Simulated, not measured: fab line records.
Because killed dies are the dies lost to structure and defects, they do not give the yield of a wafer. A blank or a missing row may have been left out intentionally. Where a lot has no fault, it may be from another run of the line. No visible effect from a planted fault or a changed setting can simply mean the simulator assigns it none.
Which tool did it? / flow sky130 / Sampling: 15 lots, 45 wafers, 4 of 708 route steps

WHAT THE GAUGES SHOWED, per wafer
No reading from a measuring or inspecting step in the record can be judged against a usual standard deviation.

EACH LOT AND THE TOOL THAT RAN IT (in order: tool; ch and the chambers of the sampled wafers; start)
lot=L186; SKY_VIA2_CVD_21=cvd_w-01 ch 0,1, day 36 06:14; SKY_CAPM_SPUTTER_02=pvd_sputter-02, day 36 07:05; SKY_VIA3_EXPOSE_09=krf_scanner-02 ch 0, day 39 03:31; SKY_METAL4_SPUTTER_01=pvd_sputter-01, day 39 16:48
lot=L188; SKY_VIA2_CVD_21=cvd_w-02 ch 0,1, day 36 18:23; SKY_CAPM_SPUTTER_02=pvd_sputter-02, day 36 19:15; SKY_VIA3_EXPOSE_09=krf_scanner-02 ch 0, day 39 12:53; SKY_METAL4_SPUTTER_01=pvd_sputter-04, day 40 02:44
lot=L187; SKY_VIA2_CVD_21=cvd_w-01 ch 0,1, day 36 21:01; SKY_CAPM_SPUTTER_02=pvd_sputter-04, day 36 21:52; SKY_VIA3_EXPOSE_09=krf_scanner-02 ch 0, day 39 15:27; SKY_METAL4_SPUTTER_01=pvd_sputter-01, day 40 05:54
lot=L189; SKY_VIA2_CVD_21=cvd_w-01 ch 0,1, day 37 05:06; SKY_CAPM_SPUTTER_02=pvd_sputter-04, day 37 05:57; SKY_VIA3_EXPOSE_09=krf_scanner-01 ch 0, day 39 23:50; SKY_METAL4_SPUTTER_01=pvd_sputter-03, day 40 13:09
lot=L190; SKY_VIA2_CVD_21=cvd_w-01 ch 0,1, day 37 16:31; SKY_CAPM_SPUTTER_02=pvd_sputter-02, day 37 17:22; SKY_VIA3_EXPOSE_09=krf_scanner-02 ch 0, day 40 10:00; SKY_METAL4_SPUTTER_01=pvd_sputter-04, day 40 23:23
lot=L191; SKY_VIA2_CVD_21=cvd_w-02 ch 1, day 37 17:53; SKY_CAPM_SPUTTER_02=pvd_sputter-02, day 37 18:52; SKY_VIA3_EXPOSE_09=krf_scanner-02 ch 0, day 40 11:26; SKY_METAL4_SPUTTER_01=pvd_sputter-01, day 41 01:38
lot=L193; SKY_VIA2_CVD_21=cvd_w-01 ch 0,1, day 39 05:24; SKY_CAPM_SPUTTER_02=pvd_sputter-03, day 39 06:32; SKY_VIA3_EXPOSE_09=krf_scanner-02 ch 0, day 41 20:46; SKY_METAL4_SPUTTER_01=pvd_sputter-04, day 42 09:59
lot=L196; SKY_VIA2_CVD_21=cvd_w-01 ch 0,1, day 40 04:34; SKY_CAPM_SPUTTER_02=pvd_sputter-04, day 40 05:25; SKY_VIA3_EXPOSE_09=krf_scanner-01 ch 0, day 42 19:32; SKY_METAL4_SPUTTER_01=pvd_sputter-04, day 43 08:48
lot=L197; SKY_VIA2_CVD_21=cvd_w-02 ch 0,1, day 40 07:04; SKY_CAPM_SPUTTER_02=pvd_sputter-04, day 40 07:55; SKY_VIA3_EXPOSE_09=krf_scanner-01 ch 0, day 42 21:26; SKY_METAL4_SPUTTER_01=pvd_sputter-04, day 43 09:52
lot=L202; SKY_VIA2_CVD_21=cvd_w-02 ch 0,1, day 41 22:12; SKY_CAPM_SPUTTER_02=pvd_sputter-02, day 41 23:03; SKY_VIA3_EXPOSE_09=krf_scanner-02, day 44 10:16; SKY_METAL4_SPUTTER_01=-
lot=L205; SKY_VIA2_CVD_21=cvd_w-02 ch 0, day 42 06:54; SKY_CAPM_SPUTTER_02=pvd_sputter-03, day 42 07:45; SKY_VIA3_EXPOSE_09=krf_scanner-02, day 44 17:27; SKY_METAL4_SPUTTER_01=-
lot=L204; SKY_VIA2_CVD_21=cvd_w-02 ch 0,1, day 42 10:43; SKY_CAPM_SPUTTER_02=pvd_sputter-03, day 42 11:31; SKY_VIA3_EXPOSE_09=krf_scanner-02, day 44 21:54; SKY_METAL4_SPUTTER_01=-
lot=L207; SKY_VIA2_CVD_21=cvd_w-02 ch 0,1, day 42 17:41; SKY_CAPM_SPUTTER_02=pvd_sputter-02, day 42 18:30; SKY_VIA3_EXPOSE_09=krf_scanner-01 ch 0, day 45 05:38; SKY_METAL4_SPUTTER_01=pvd_sputter-03, day 45 17:05
lot=L208; SKY_VIA2_CVD_21=cvd_w-01 ch 0,1, day 43 00:47; SKY_CAPM_SPUTTER_02=pvd_sputter-03, day 43 01:39; SKY_VIA3_EXPOSE_09=krf_scanner-02 ch 0, day 45 10:47; SKY_METAL4_SPUTTER_01=pvd_sputter-03, day 45 22:41
lot=L209; SKY_VIA2_CVD_21=cvd_w-02 ch 1, day 43 02:35; SKY_CAPM_SPUTTER_02=pvd_sputter-04, day 43 03:26; SKY_VIA3_EXPOSE_09=krf_scanner-02 ch 0, day 45 12:05; SKY_METAL4_SPUTTER_01=pvd_sputter-01, day 46 00:32
- SKY_VIA2_CVD_21: deposits W, target thk 420 nm, time 126.4 s.
- SKY_CAPM_SPUTTER_02: material TiN, target thk 200 nm, time 166.7 s.
- SKY_VIA3_EXPOSE_09: exposes mask VIM3, target cd 200 nm.
- SKY_METAL4_SPUTTER_01: material TiN, target thk 20 nm, time 16.7 s.

AS READ BY THE TOOLS THEMSELVES (means over the sampled wafers that have a number; for cases with no such wafer, the mark the record gives instead)
SKY_VIA2_CVD_21. Usual: heater_power_outer_w 529 W, standard deviation 33; heater_power_w 872 W, standard deviation 59.
lot=L186; tool=cvd_w-01; heater_power_outer_w (W)=545; heater_power_w (W)=922; flag=
lot=L188; tool=cvd_w-02; heater_power_outer_w (W)=525; heater_power_w (W)=830; flag=
lot=L187; tool=cvd_w-01; heater_power_outer_w (W)=548; heater_power_w (W)=927; flag=
lot=L189; tool=cvd_w-01; heater_power_outer_w (W)=534; heater_power_w (W)=939; flag=
lot=L190; tool=cvd_w-01; heater_power_outer_w (W)=540; heater_power_w (W)=930; flag=
lot=L191; tool=cvd_w-02; heater_power_outer_w (W)=487; heater_power_w (W)=823; flag=
lot=L193; tool=cvd_w-01; heater_power_outer_w (W)=545; heater_power_w (W)=933; flag=
lot=L196; tool=cvd_w-01; heater_power_outer_w (W)=542; heater_power_w (W)=938; flag=
lot=L197; tool=cvd_w-02; heater_power_outer_w (W)=522; heater_power_w (W)=827; flag=
lot=L202; tool=cvd_w-02; heater_power_outer_w (W)=523; heater_power_w (W)=829; flag=
lot=L205; tool=cvd_w-02; heater_power_outer_w (W)=550; heater_power_w (W)=821; flag=
lot=L204; tool=cvd_w-02; heater_power_outer_w (W)=519; heater_power_w (W)=829; flag=
lot=L207; tool=cvd_w-02; heater_power_outer_w (W)=533; heater_power_w (W)=822; flag=
lot=L208; tool=cvd_w-01; heater_power_outer_w (W)=554; heater_power_w (W)=909; flag=
lot=L209; tool=cvd_w-02; heater_power_outer_w (W)=474; heater_power_w (W)=819; flag=

SKY_CAPM_SPUTTER_02. Usual: throttle_valve_pct 29.7 %, standard deviation 0.8.
lot=L186; tool=pvd_sputter-02; throttle_valve_pct (%)=28.9; flag=
lot=L188; tool=pvd_sputter-02; throttle_valve_pct (%)=29.2; flag=
lot=L187; tool=pvd_sputter-04; throttle_valve_pct (%)=30.0; flag=
lot=L189; tool=pvd_sputter-04; throttle_valve_pct (%)=30.9; flag=
lot=L190; tool=pvd_sputter-02; throttle_valve_pct (%)=29.0; flag=
lot=L191; tool=pvd_sputter-02; throttle_valve_pct (%)=29.0; flag=
lot=L193; tool=pvd_sputter-03; throttle_valve_pct (%)=29.4; flag=
lot=L196; tool=pvd_sputter-04; throttle_valve_pct (%)=30.0; flag=
lot=L197; tool=pvd_sputter-04; throttle_valve_pct (%)=29.5; flag=
lot=L202; tool=pvd_sputter-02; throttle_valve_pct (%)=29.3; flag=
lot=L205; tool=pvd_sputter-03; throttle_valve_pct (%)=29.7; flag=
lot=L204; tool=pvd_sputter-03; throttle_valve_pct (%)=30.5; flag=
lot=L207; tool=pvd_sputter-02; throttle_valve_pct (%)=29.1; flag=
lot=L208; tool=pvd_sputter-03; throttle_valve_pct (%)=29.7; flag=
lot=L209; tool=pvd_sputter-04; throttle_valve_pct (%)=30.0; flag=

SKY_VIA3_EXPOSE_09. Usual: exposure_dose_mJ_cm2 38.01, standard deviation 0.036; focus_offset_nm 0.0 nm, standard deviation 0.5.
lot=L186; tool=krf_scanner-02; exposure_dose_mJ_cm2=37.97; focus_offset_nm (nm)=0.3; flag=
lot=L188; tool=krf_scanner-02; exposure_dose_mJ_cm2=38.00; focus_offset_nm (nm)=-0.6; flag=
lot=L187; tool=krf_scanner-02; exposure_dose_mJ_cm2=38.00; focus_offset_nm (nm)=-0.1; flag=
lot=L189; tool=krf_scanner-01; exposure_dose_mJ_cm2=38.03; focus_offset_nm (nm)=-0.4; flag=
lot=L190; tool=krf_scanner-02; exposure_dose_mJ_cm2=38.02; focus_offset_nm (nm)=-0.5; flag=
lot=L191; tool=krf_scanner-02; exposure_dose_mJ_cm2=37.96; focus_offset_nm (nm)=-0.1; flag=
lot=L193; tool=krf_scanner-02; exposure_dose_mJ_cm2=37.99; focus_offset_nm (nm)=0.2; flag=
lot=L196; tool=krf_scanner-01; exposure_dose_mJ_cm2=37.99; focus_offset_nm (nm)=0.6; flag=
lot=L197; tool=krf_scanner-01; exposure_dose_mJ_cm2=37.97; focus_offset_nm (nm)=-0.3; flag=
lot=L202; tool=krf_scanner-02; exposure_dose_mJ_cm2=-; focus_offset_nm (nm)=-; flag=OFF
lot=L205; tool=krf_scanner-02; exposure_dose_mJ_cm2=-; focus_offset_nm (nm)=-; flag=OFF
lot=L204; tool=krf_scanner-02; exposure_dose_mJ_cm2=-; focus_offset_nm (nm)=-; flag=OFF
lot=L207; tool=krf_scanner-01; exposure_dose_mJ_cm2=38.01; focus_offset_nm (nm)=-0.2; flag=
lot=L208; tool=krf_scanner-02; exposure_dose_mJ_cm2=38.00; focus_offset_nm (nm)=0.4; flag=
lot=L209; tool=krf_scanner-02; exposure_dose_mJ_cm2=38.01; focus_offset_nm (nm)=-0.5; flag=

SKY_METAL4_SPUTTER_01. Usual: throttle_valve_pct 29.9 %, standard deviation 0.93.
lot=L186; tool=pvd_sputter-01; throttle_valve_pct (%)=29.9; flag=
lot=L188; tool=pvd_sputter-04; throttle_valve_pct (%)=29.0; flag=
lot=L187; tool=pvd_sputter-01; throttle_valve_pct (%)=30.0; flag=
lot=L189; tool=pvd_sputter-03; throttle_valve_pct (%)=29.4; flag=
lot=L190; tool=pvd_sputter-04; throttle_valve_pct (%)=31.0; flag=
lot=L191; tool=pvd_sputter-01; throttle_valve_pct (%)=29.5; flag=
lot=L193; tool=pvd_sputter-04; throttle_valve_pct (%)=29.8; flag=
lot=L196; tool=pvd_sputter-04; throttle_valve_pct (%)=29.2; flag=
lot=L197; tool=pvd_sputter-04; throttle_valve_pct (%)=29.7; flag=
lot=L207; tool=pvd_sputter-03; throttle_valve_pct (%)=29.7; flag=
lot=L208; tool=pvd_sputter-03; throttle_valve_pct (%)=29.5; flag=
lot=L209; tool=pvd_sputter-01; throttle_valve_pct (%)=29.7; flag=

THE ANSWER, worked out from the rows above alone
Rule: lot off if the mean of its wafers having a number is beyond 3 standard deviations from the usual mean. Also off: a lot with no number at a reading for which 4 or more lots have one. All remaining lots with rows at the step are treated as sound. Order of review: gauges by route order, followed by the tools' own readings, for which a lot's mean as printed above is used. At the first step where some lot is off, the reading lying furthest off is the one used; lots without a number count as furthest.
Off at SKY_VIA3_EXPOSE_09 (exposure_dose_mJ_cm2): L202, L205, L204. Without a number there: L202, L205, L204.
A tool fits if, at that step or a process step before it, it ran every lot that is off, and no sound lot after the first of them. No candidate that was tried fits.

WHAT WAS PUT IN BY THE SIMULATOR
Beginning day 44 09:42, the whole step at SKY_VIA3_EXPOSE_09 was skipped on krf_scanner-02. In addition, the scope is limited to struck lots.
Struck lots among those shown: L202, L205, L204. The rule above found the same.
